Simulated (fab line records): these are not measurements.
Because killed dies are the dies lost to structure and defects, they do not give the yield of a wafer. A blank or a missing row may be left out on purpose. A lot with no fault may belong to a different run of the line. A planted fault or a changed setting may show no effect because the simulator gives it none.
Matching of chambers :: flow sky130 :: SKY_VIA3_STRIP_17 on wet_bench-03: 3 sister chambers
The step strips in post etch residue remover, time 1200 s. 14 wafers are shown with their chamber, then 6 later ones without.

EACH WAFER AND ITS CHAMBER
wafer: L993.2
chamber: 1
bath_guard_temp_C (C): 72.2

wafer: L993.4
chamber: 1
bath_guard_temp_C (C): 72.6

wafer: L993.6
chamber: 1
bath_guard_temp_C (C): 72.5

wafer: L998.1
chamber: 1
bath_guard_temp_C (C): 72.5

wafer: L998.2
chamber: 1
bath_guard_temp_C (C): 72.4

wafer: L998.3
chamber: 1
bath_guard_temp_C (C): 72.9

wafer: L999.2
chamber: 0
bath_guard_temp_C (C): 72.4

wafer: L999.4
chamber: 0
bath_guard_temp_C (C): 72.8

wafer: L999.6
chamber: 0
bath_guard_temp_C (C): 72.5

wafer: L100.3
chamber: 0
bath_guard_temp_C (C): 72.7

wafer: L100.6
chamber: 0
bath_guard_temp_C (C): 72.2

wafer: L102.3
chamber: 2
bath_guard_temp_C (C): 71.8

wafer: L102.4
chamber: 2
bath_guard_temp_C (C): 71.9

wafer: L102.6
chamber: 2
bath_guard_temp_C (C): 71.5

SIGNATURES (means of the wafers above)
reading: bath_guard_temp_C
chamber 0: 72.520
chamber 1: 72.517
chamber 2: 71.733
scatter within a chamber: 0.23
Rule: a wafer lies at a distance from a chamber equal to the root of the sum of squares, over the readings, of (its reading less the chamber's mean, divided by the reading's scatter). If the next closest chamber is less than 2 further off than the closest, the wafer can't be placed; otherwise it belongs to the closest. The scatter: the root of (the sum of the squares of (reading less its chamber's mean) over the shown wafers, divided by (wafers less chambers)).

WAFERS MISSING THEIR CHAMBER
wafer: L105.2
bath_guard_temp_C (C): 71.3

wafer: L105.4
bath_guard_temp_C (C): 71.8

wafer: L105.5
bath_guard_temp_C (C): 71.7

wafer: L106.1
bath_guard_temp_C (C): 72.7

wafer: L106.3
bath_guard_temp_C (C): 72.3

wafer: L106.6
bath_guard_temp_C (C): 72.5

WHICH CHAMBER EACH ONE RAN IN
wafer: L105.2
from the rows above: 2
in truth: 2

wafer: L105.4
from the rows above: 2
in truth: 2

wafer: L105.5
from the rows above: 2
in truth: 2

wafer: L106.1
from the rows above: can't be placed: 0 or 1
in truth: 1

wafer: L106.3
from the rows above: can't be placed: 1 or 0 or 2
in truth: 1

wafer: L106.6
from the rows above: can't be placed: 1 or 0
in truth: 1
Correctly placed: 3 of 6. Can't be placed from these rows: 3 (the true chamber is among the candidates in 3). 0 placed wrongly.
